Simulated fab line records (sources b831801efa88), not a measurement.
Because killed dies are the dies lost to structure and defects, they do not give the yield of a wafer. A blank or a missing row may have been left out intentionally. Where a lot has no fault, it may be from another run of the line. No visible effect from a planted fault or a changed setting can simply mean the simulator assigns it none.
Split-lot experiment | flow sfq line | on a route of 325 steps: 5 lots, 27 wafers read

== THE SPLIT ==
At SFQ_TRILAYER_A5B_DEP_PECVD_129 (deposits SiO2 from SiH4/N2O, time 133.33 s, target thk 600 nm), the setting time s was moved away from the recipe's 133.33 s on 6 of the 27 wafers read, by -28.4% to -23.2%. All remaining wafers had this setting at the recipe value.

The reading is taken at the split's own step.

== THE READING ==
SiO2_of_TRILAYER_A5B_DEP_PECVD_129.thk nm (the simulator's own value, which no gauge read), in nm, at SFQ_TRILAYER_A5B_DEP_PECVD_129 (deposits SiO2 from SiH4/N2O, time 133.33 s, target thk 600 nm). No usual value for it is given in the file. Average 600.7 nm, standard deviation 7.6 nm, over the 21 wafers here run with the recipe.

wafer  | tool, chamber at the split | time s as run, s | against the recipe | SiO2_of_TRILAYER_A5B_DEP_PECVD_129.thk nm, nm | against lot-mates on the recipe
L077.1 | pecvd-03, 1                | 133.33           | recipe             | 591.8                                         | -
L077.2 | pecvd-03, 0                | 133.33           | recipe             | 589.8                                         | -
L077.3 | pecvd-03, 2                | 133.33           | recipe             | 589.4                                         | -
L078.1 | pecvd-04, 2                | 102.4            | -23.2%             | 458.1                                         | -140.4
L078.2 | pecvd-04, 0                | 133.33           | recipe             | 595.9                                         | -
L078.3 | pecvd-04, 1                | 133.33           | recipe             | 595.7                                         | -
L078.4 | pecvd-04, 1                | 133.33           | recipe             | 603.8                                         | -
L078.5 | pecvd-04, 2                | 102.4            | -23.2%             | 468.2                                         | -130.3
L078.6 | pecvd-04, 0                | 102.4            | -23.2%             | 464.4                                         | -134.1
L079.1 | pecvd-04, 0                | 133.33           | recipe             | 603.2                                         | -
L079.2 | pecvd-04, 2                | 133.33           | recipe             | 603.4                                         | -
L079.3 | pecvd-04, 1                | 133.33           | recipe             | 602.7                                         | -
L079.4 | pecvd-04, 1                | 133.33           | recipe             | 608.4                                         | -
L079.5 | pecvd-04, 0                | 133.33           | recipe             | 609.5                                         | -
L079.6 | pecvd-04, 2                | 133.33           | recipe             | 613.9                                         | -
L081.1 | pecvd-01, 1                | 133.33           | recipe             | 598                                           | -
L081.2 | pecvd-01, 2                | 133.33           | recipe             | 589.4                                         | -
L081.3 | pecvd-01, 0                | 95.53            | -28.4%             | 437.1                                         | -161.9
L081.4 | pecvd-01, 2                | 95.53            | -28.4%             | 432.9                                         | -166.1
L081.5 | pecvd-01, 0                | 95.53            | -28.4%             | 433.1                                         | -165.9
L081.6 | pecvd-01, 1                | 133.33           | recipe             | 609.5                                         | -
L082.1 | pecvd-04, 0                | 133.33           | recipe             | 599.5                                         | -
L082.2 | pecvd-04, 2                | 133.33           | recipe             | 589.8                                         | -
L082.3 | pecvd-04, 1                | 133.33           | recipe             | 600.1                                         | -
L082.4 | pecvd-04, 2                | 133.33           | recipe             | 611.8                                         | -
L082.5 | pecvd-04, 0                | 133.33           | recipe             | 605.3                                         | -
L082.6 | pecvd-04, 1                | 133.33           | recipe             | 603.8                                         | -

FIT RESULTS
A straight line over all 27 wafers: SiO2_of_TRILAYER_A5B_DEP_PECVD_129.thk nm changes by +5.88 nm for each +1% of time s; r = +0.99; the points scatter about the line by 7.1 nm.
The same after taking each lot's own level away (the mean of its wafers on the recipe; 27 wafers): +5.81 nm for each +1%; r = +1.00; scatter 5.2 nm.
The reading moves by 1.6e+02 nm for the largest change in time s, on that fit.
Across the lots, their own levels run from 590.33 to 606.85 nm, a range of 2.2 times the standard deviation given above.
Consequently the slope shifts little with the lot-to-lot level, the two slopes agreeing.
Check: -165 nm against its lot-mates is what the line predicts for one of the wafers moved furthest among these (-28.4%) when that wafer is left out of the fit. It came out at -162 nm against them.

== OTHER SPLITS ON THESE WAFERS ==
Other splits were also applied to these wafers ahead of the reading. Each is held against what the fit with the lots' levels taken away leaves over:
other split on the same wafers                    | wafers away from the commonest value | r with SiO2_of_TRILAYER_A5B_DEP_PECVD_129.thk nm (lot level and that fit taken away)
SFQ_TRILAYER_INCOMING_OXIDATION_002 ox time s     | 6                                    | +0.00
SFQ_TRILAYER_M1_DEP_SPUTTER_037 time s            | 9                                    | -0.23
SFQ_TRILAYER_M1_BARC_OPEN_METAL_ETCH_054 time s   | 12                                   | -0.15
SFQ_TRILAYER_I3_DEP_PECVD_081 time s              | 12                                   | +0.05
SFQ_TRILAYER_M4_ETCH_METAL_ETCH_096 time s        | 12                                   | +0.18
SFQ_TRILAYER_I4_VIA_BARC_OPEN_VIA_ETCH_146 time s | 12                                   | +0.27

== THE FILE'S OWN FIT ==
SiO2_of_TRILAYER_A5B_DEP_PECVD_129.thk nm changes by +5.81 nm for each +1% of time s, r = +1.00.
